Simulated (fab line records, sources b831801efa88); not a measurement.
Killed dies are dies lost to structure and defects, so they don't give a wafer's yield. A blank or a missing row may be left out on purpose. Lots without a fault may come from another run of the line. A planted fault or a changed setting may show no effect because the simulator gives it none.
A struck lot beside a sound one | flow sky130 | 20 steps out of a route of 708
Sound: wafers L175.3, L175.4, L175.6. Struck: wafers L178.2, L178.5, L178.6. The cause comes at the end.
At each step with rows: each side's tool, then ch and its chambers, then its first start. Under that, the readings that differ: sound wafers | struck wafers | difference of the means | sigmas: that difference in standard deviations of wafers without a fault.
alike: readings whose means differ by less than 2 such deviations, and words and numbers that are the same on both sides. not compared: withheld readings, readings that some wafer has no value for, bounds like >300 that may hide the same value, and numbers for which the record gives no deviation and whose values overlap.
The two part at a step that has a row with sigmas, a row that says differs or no value, or rows on one side only. Numbers that don't overlap but have no deviation are shown without sigmas and don't part them. A reading that every wafer of one side lacks parts them only if that side has two wafers or more.

SKY_LDD_HVP_OVL_MEAS_07:
  sound on overlay-01, day 24 08:49; struck on overlay-02, day 25 11:14
  alike: LDD_HVP_OVL
then, 1 step without rows for these wafers: SKY_LDD_HVP_IMPLANT_08.
SKY_LDD_HVP_STRIP_09: strips in O2/N2.
  sound on plasma_asher-02 ch 0,1, day 24 09:01; struck on plasma_asher-02 ch 0,1, day 25 11:25
  alike: chamber_pressure_mTorr, drypump_motor_current_A, n2_flow_sccm, oes_product_au, strip_time_to_endpoint_s
  not compared: rf_hours_counter_h
SKY_LDD_HVP_TW_MEAS_10:
  sound on film_metro-01, day 24 09:06; struck on film_metro-03, day 25 11:32
  reading    | sound       | struck      | difference | sigmas
  LDD_HVP_TW | 454 454 455 | 445 447 445 | -9         | -2
then, 7 steps without rows for these wafers: SKY_LDD_LDN_DEHYDRATE_00 (time 60 s); SKY_LDD_LDN_HMDS_01 (prime time 60 s); SKY_LDD_LDN_COAT_02 (resist thk 1140 nm); SKY_LDD_LDN_SOFTBAKE_03 (time 60 s); SKY_LDD_LDN_EXPOSE_04 (exposes mask LDNTM, target cd 700 nm); SKY_LDD_LDN_PEB_05; SKY_LDD_LDN_DEVELOP_06 (develop time 60 s).
SKY_LDD_LDN_OVL_MEAS_07:
  sound on overlay-02, day 25 15:13; struck on overlay-02, day 26 16:30
  alike: LDD_LDN_OVL
SKY_LDD_LDN_IMPLANT_08:
  sound on implanter-01 ch 0, day 25 15:17; struck on implanter-01 ch 0, day 26 16:34
  reading            | sound                           | struck                        | difference | sigmas
  dose_ions_cm2      | 1.2497e+13 1.2511e+13 1.251e+13 | 5.603e+12 5.595e+12 5.593e+12 | -6.909e+12 | -99 or more
  faraday_current_uA | 70.8 70.2 70.9                  | 32.3 31.7 32.8                | -38.4      | -30
then, 3 steps without rows for these wafers: SKY_LDD_LDN_IMPLANT_09; SKY_LDD_LDN_IMPLANT_10; SKY_LDD_LDN_IMPLANT_11.
SKY_LDD_LDN_STRIP_12: strips in O2/N2.
  sound on plasma_asher-03 ch 0,1, day 25 15:52; struck on plasma_asher-04 ch 0,1, day 26 17:08
  reading                      | sound             | struck            | difference | sigmas
  strip_time_to_endpoint_s (s) | 14.11 14.10 14.13 | 14.20 14.22 14.17 | +0.08      | +2
  alike: chamber_pressure_mTorr, drypump_motor_current_A, n2_flow_sccm, oes_product_au
  not compared: rf_hours_counter_h
SKY_LDD_LDN_TW_MEAS_13:
  sound on film_metro-03, day 25 15:57; struck on film_metro-03, day 26 17:14
  reading    | sound          | struck         | difference | sigmas
  LDD_LDN_TW | 1447 1448 1443 | 1393 1390 1376 | -60        | -5
then, 1 step without rows for these wafers: SKY_LDD_LDN_CLEAN_14 (cleans in SC1/SC2, time 150 s).
-- the record jumps here: 22 days lie between the struck wafers' starts before and after (it left off in module LDD_LDN and takes up again in module PAD_OPEN, whose first step shown is number 708 of the route) --
SKY_PAD_OPEN_PROBE_99:
  sound on prober-01, day 47 21:57; struck on prober-02, day 48 12:39
  reading                         | sound          | struck         | difference | sigmas
  model.etest.tip_sonos.rs_ohm_sq | 2654 2713 2741 | 2874 2865 2918 | +183       |
  alike: killed_at_M0_to_M3, killed_at_M4_up, killed_at_contacts, killed_at_front_end, killed_at_other, killed_dies, killed_on_rim, killed_open, killed_short

WHERE THEY PART
First at SKY_LDD_HVP_TW_MEAS_10; last, within this record, at SKY_LDD_LDN_TW_MEAS_13. Later steps at which nothing parts them and some readings are alike: SKY_PAD_OPEN_PROBE_99.

WHY: what the simulator had put in
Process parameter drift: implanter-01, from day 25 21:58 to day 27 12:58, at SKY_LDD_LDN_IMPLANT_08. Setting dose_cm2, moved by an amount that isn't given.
